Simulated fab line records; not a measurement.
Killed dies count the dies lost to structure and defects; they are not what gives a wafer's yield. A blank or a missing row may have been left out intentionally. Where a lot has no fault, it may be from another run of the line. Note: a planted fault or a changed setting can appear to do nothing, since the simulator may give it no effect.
A lot that was struck, set against a sound lot ; flow sky130 ; 17 out of 708 route steps
Sound: these wafers, L235.1, L235.5, L235.6. Struck: wafers L243.3, L243.4, L243.5. The cause is named last.
Order at every step that has rows: each side's tool, ch and its chambers, its first start. Under that, the readings that differ: sound wafers ; struck wafers ; difference of the means ; sigmas: that difference in standard deviations of wafers without a fault.
alike: words and numbers the same on both sides, and readings whose means are apart by under 2 such deviations; not compared: readings that were withheld, readings missing a value for some wafer, numbers with overlapping values and no deviation given by the record, and bounds like >300 which may hide the same value.
The two part at a step that has a row with sigmas, a row that says differs or no value, or rows on one side only. When numbers do not overlap yet have no deviation, they are printed without sigmas and do not part them. A reading that every wafer of one side lacks parts them only if that side has two wafers or more.

first, 3 steps without rows for these wafers: SKY_METAL4_CLEAN_21 (cleans in IPA, time 180 s); SKY_METAL4_CLEAN_22 (cleans in O3/DIW); SKY_VIA4_HDPCVD_00 (deposits SiO2, target thk 1750 nm, time 291.7 s).
SKY_VIA4_THK_MEAS_01:
  struck on film_metro-02, day 46 22:10; sound on film_metro-02, day 45 01:08
  alike: VIA4_HDPCVD_THK
SKY_VIA4_CMP_02: polishes SiO2.
  sound on cmp-01 ch 2,3, day 45 01:11; struck on cmp-02 ch 0,2, day 46 22:15
  alike: motor_current_A, platen_rpm
SKY_VIA4_BOW_MEAS_03:
  struck on film_metro-01, day 46 22:32; sound on film_metro-02, day 45 01:29
  alike: VIA4_BOW
then, 6 steps without rows for these wafers: SKY_VIA4_DEHYDRATE_04 (time 60 s); SKY_VIA4_HMDS_05 (prime time 60 s); SKY_VIA4_COAT_06 (resist thk 1140 nm); SKY_VIA4_SOFTBAKE_07 (time 60 s); SKY_VIA4_EXPOSE_08 (exposes mask VIM4, target cd 800 nm); SKY_VIA4_PEB_09.
SKY_VIA4_DEVELOP_10: develop time 60 s.
  sound on litho_track-04 ch 0, day 45 23:39; struck on litho_track-04 ch 0, day 47 18:09
reading;sound;struck;difference;sigmas
developer_temp_C (C);22.92 23.12 23.13;25.22 25.20 25.24;+2.16;+20
  alike: chill_plate_temp_C
SKY_VIA4_OVL_MEAS_11:
  struck on overlay-01, day 47 18:16; sound on overlay-01, day 45 23:48
  alike: VIA4_OVL
SKY_VIA4_ETCH_12: etches SiO2 in C4F8/O2/Ar, stops on TiN, target depth 580 nm.
  sound on rie_diel-02 ch 0,1, day 45 23:50; struck on rie_diel-02 ch 0,1, day 47 18:17
reading;sound;struck;difference;sigmas
model.VIA4.cd_nm (nm);801.4 800.8 800.7;798.1 797.1 796.2;-3.8;
  alike: oes_product_au
SKY_VIA4_STRIP_13: strips in O2/N2.
  sound on plasma_asher-04 ch 0,1, day 45 23:55; struck on plasma_asher-03 ch 0,1, day 47 18:23
reading;sound;struck;difference;sigmas
drypump_motor_current_A (A);5.0 5.0 5.7;5.9 6.0 5.9;+0.7;+2
  alike: oes_product_au, strip_time_to_endpoint_s
  not compared: rf_hours_counter_h
-- the record jumps here: 2 days lie between the struck wafers' starts before and after (it left off in module VIA4 and takes up again in module PAD_OPEN, whose first step shown is number 708 of the route) --
SKY_PAD_OPEN_PROBE_99:
  rows exist in the record for the struck wafers here (prober-02, day 50 05:43), but not for the sound ones

== WHERE THEY PART ==
First at SKY_VIA4_DEVELOP_10; last, within this record, at SKY_PAD_OPEN_PROBE_99.

WHY: what the simulator had put in
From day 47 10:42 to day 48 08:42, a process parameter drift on litho_track-04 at SKY_VIA4_DEVELOP_10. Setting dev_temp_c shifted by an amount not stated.
